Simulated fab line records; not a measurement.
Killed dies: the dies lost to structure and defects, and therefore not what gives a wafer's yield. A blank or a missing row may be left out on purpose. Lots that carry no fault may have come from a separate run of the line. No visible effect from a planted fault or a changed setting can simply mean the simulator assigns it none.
Which tool was responsible? ; flow sky130 ; 14 lots, 42 wafers sampled, at 4 steps of a route of 708

## WHAT THE GAUGES SHOWED, per wafer
SKY_LDD_LDN_TW_MEAS_13. Usual: LDD_LDN_TW 1472, standard deviation 13.
lot;measured;on;LDD_LDN_TW;flag
L624;day 22 13:13;film_metro-03;1487 1482 1482;
L626;day 23 09:21;film_metro-04;1472 1466 1463;
L627;day 24 06:03;film_metro-03;1474 1488 1487;
L628;day 24 14:15;film_metro-01;1458 1462 1469;
L629;day 25 05:04;film_metro-03;1486 1488 1485;
L630;day 25 03:04;film_metro-01;1448 1452 1449;
L631;day 25 11:52;film_metro-03;1475 1492 1487;
L632;day 25 15:54;film_metro-03;1491 1486 1483;
L635;day 26 19:13;film_metro-04;1453 1454 1455;
L636;day 27 07:27;film_metro-01;1471 1474 1470;
L644;day 30 18:33;film_metro-03;1479 1475 1481;
L646;day 30 15:42;film_metro-04;1464 1462 1462;
L645;day 30 16:01;film_metro-01;1472 1470 1469;
L647;day 30 21:55;film_metro-04;1464 1462 1460;

## TOOL THAT RAN EACH LOT (tool first, then ch and the chambers of the sampled wafers, then the start)
lot;SKY_FIELD_ISO_STRIP_16;SKY_VT_ADJUST_PCH_STRIP_09;SKY_POLY_GATE_ETCH_17
L624;plasma_asher-03 ch 0,1, day 2 04:42;plasma_asher-01 ch 1, day 10 04:47;rie_si-01 ch 1,2,3, day 16 04:06
L626;plasma_asher-03 ch 0,1, day 2 16:28;plasma_asher-01 ch 0,1, day 10 20:29;rie_si-01 ch 2,3, day 16 18:07
L627;plasma_asher-01 ch 0,1, day 2 21:41;plasma_asher-02 ch 0,1, day 11 15:19;rie_si-02 ch 0,2,3, day 17 18:57
L628;plasma_asher-01 ch 0,1, day 3 01:28;plasma_asher-01 ch 0,1, day 11 20:17;rie_si-02 ch 0,3, day 17 21:42
L629;plasma_asher-03 ch 0,1, day 3 06:28;plasma_asher-02 ch 0,1, day 12 07:02;rie_si-01 ch 0,3, day 18 16:31
L630;plasma_asher-02 ch 0,1, day 3 11:05;plasma_asher-03 ch 0,1, day 12 06:40;rie_si-02 ch 0,2,3, day 18 16:10
L631;plasma_asher-01 ch 0, day 3 16:10;plasma_asher-01 ch 0,1, day 12 13:11;rie_si-01 ch 2,3, day 19 00:26
L632;plasma_asher-01 ch 0,1, day 4 00:17;plasma_asher-02 ch 0,1, day 12 23:52;rie_si-01 ch 0,1,2, day 19 06:28
L635;plasma_asher-03 ch 0,1, day 4 15:31;plasma_asher-01 ch 0,1, day 13 20:41;rie_si-02 ch 0,2, day 20 09:06
L636;plasma_asher-01 ch 0,1, day 4 19:01;plasma_asher-02 ch 0,1, day 14 03:29;rie_si-02 ch 0,2,3, day 20 20:33
L644;plasma_asher-01 ch 0,1, day 7 00:56;plasma_asher-03 ch 0,1, day 17 13:24;rie_si-02 ch 1,2,3, day 24 15:14
L646;plasma_asher-01 ch 0,1, day 7 01:26;plasma_asher-02 ch 0, day 17 15:16;rie_si-02 ch 1,3, day 24 13:02
L645;plasma_asher-03 ch 0,1, day 7 02:14;plasma_asher-03 ch 0,1, day 17 10:49;rie_si-01 ch 1,2,3, day 24 14:17
L647;plasma_asher-03 ch 1, day 7 07:16;plasma_asher-02 ch 0, day 17 19:27;rie_si-02 ch 1,3, day 24 19:33
- SKY_FIELD_ISO_STRIP_16: strips in O2/N2.
- SKY_VT_ADJUST_PCH_STRIP_09: strips in O2/N2.
- SKY_POLY_GATE_ETCH_17: etches poly-Si in HBr/Cl2, stops on SiO2, target depth 180 nm, time 70.5 s.

## WHAT THE TOOLS THEMSELVES READ (means of the sampled wafers that have a number; where no wafer has one, the mark that the record gives instead)
SKY_FIELD_ISO_STRIP_16. Usual: drypump_motor_current_A 5.5 A, standard deviation 0.41; oes_product_au 0.379 a.u., standard deviation 0.0049; strip_time_to_endpoint_s 3.56 s, standard deviation 0.049.
lot;tool;drypump_motor_current_A (A);oes_product_au (a.u.);strip_time_to_endpoint_s (s);flag
L624;plasma_asher-03;5.4;0.379;3.60;
L626;plasma_asher-03;5.8;0.380;3.56;
L627;plasma_asher-01;5.4;0.375;3.53;
L628;plasma_asher-01;5.2;0.378;3.52;
L629;plasma_asher-03;5.4;0.383;3.58;
L630;plasma_asher-02;5.8;0.382;3.58;
L631;plasma_asher-01;5.7;0.380;3.58;
L632;plasma_asher-01;5.4;0.380;3.57;
L635;plasma_asher-03;5.8;0.382;3.56;
L636;plasma_asher-01;5.2;0.380;3.58;
L644;plasma_asher-01;5.2;0.376;3.51;
L646;plasma_asher-01;5.4;0.380;3.63;
L645;plasma_asher-03;5.4;0.382;3.62;
L647;plasma_asher-03;5.1;0.378;3.52;

SKY_VT_ADJUST_PCH_STRIP_09. Usual: drypump_motor_current_A 5.6 A, standard deviation 0.35; oes_product_au 0.722 a.u., standard deviation 0.0044; strip_time_to_endpoint_s 36.94 s, standard deviation 0.092.
lot;tool;drypump_motor_current_A (A);oes_product_au (a.u.);strip_time_to_endpoint_s (s);flag
L624;plasma_asher-01;4.9;0.722;37.09;
L626;plasma_asher-01;5.2;0.723;36.93;
L627;plasma_asher-02;5.8;0.727;36.94;
L628;plasma_asher-01;5.5;0.722;36.96;
L629;plasma_asher-02;5.8;0.727;37.00;
L630;plasma_asher-03;5.8;0.720;36.72;
L631;plasma_asher-01;5.4;0.720;36.88;
L632;plasma_asher-02;5.7;0.719;36.95;
L635;plasma_asher-01;5.4;0.719;36.97;
L636;plasma_asher-02;5.8;0.722;36.98;
L644;plasma_asher-03;5.4;0.718;37.01;
L646;plasma_asher-02;5.7;0.724;36.83;
L645;plasma_asher-03;5.7;0.722;36.97;
L647;plasma_asher-02;5.7;0.723;36.96;

SKY_POLY_GATE_ETCH_17. Usual: bias_w 99.99 W, standard deviation 0.24; drypump_motor_current_A 5.9 A, standard deviation 0.46; oes_product_au 0.982 a.u., standard deviation 0.0092; throttle_valve_pct 33.685 %, standard deviation 0.0097.
lot;tool;bias_w (W);drypump_motor_current_A (A);oes_product_au (a.u.);throttle_valve_pct (%);flag
L624;rie_si-01;100.05;5.8;0.996;33.680;
L626;rie_si-01;99.98;5.9;0.990;33.681;
L627;rie_si-02;100.13;6.0;0.973;33.679;
L628;rie_si-02;99.74;6.0;0.977;33.692;
L629;rie_si-01;99.91;6.4;0.983;33.683;
L630;rie_si-02;99.98;5.9;0.976;33.692;
L631;rie_si-01;99.90;6.0;0.994;33.686;
L632;rie_si-01;99.88;5.8;0.995;33.677;
L635;rie_si-02;104.08;6.1;0.978;33.688;OFF
L636;rie_si-02;104.31;6.0;0.983;33.679;OFF
L644;rie_si-02;99.92;5.7;0.977;33.692;
L646;rie_si-02;99.86;5.7;0.979;33.691;
L645;rie_si-01;99.98;5.8;0.991;33.683;
L647;rie_si-02;99.93;5.6;0.969;33.683;

## THE ANSWER, worked out from the rows above alone
Rule: a lot is off if the mean of its wafers that have a number lies more than 3 standard deviations from the usual mean. Also off: a lot with no number at a reading for which 4 or more lots have one. All remaining lots with rows at the step are treated as sound. The gauges are gone through in route order, then the tools' own readings, and for those a lot's mean is taken as printed above. The first step at which some lot is off is used, and at that step the reading that is off furthest; a lot without a number counts as furthest.
Off: L635, L636, at SKY_POLY_GATE_ETCH_17 (bias_w).
A tool fits if, at that step or a process step before it, it ran every lot that is off, and no sound lot after the first of them. No candidate that was tried fits.

## WHAT THE SIMULATOR HAD INSERTED
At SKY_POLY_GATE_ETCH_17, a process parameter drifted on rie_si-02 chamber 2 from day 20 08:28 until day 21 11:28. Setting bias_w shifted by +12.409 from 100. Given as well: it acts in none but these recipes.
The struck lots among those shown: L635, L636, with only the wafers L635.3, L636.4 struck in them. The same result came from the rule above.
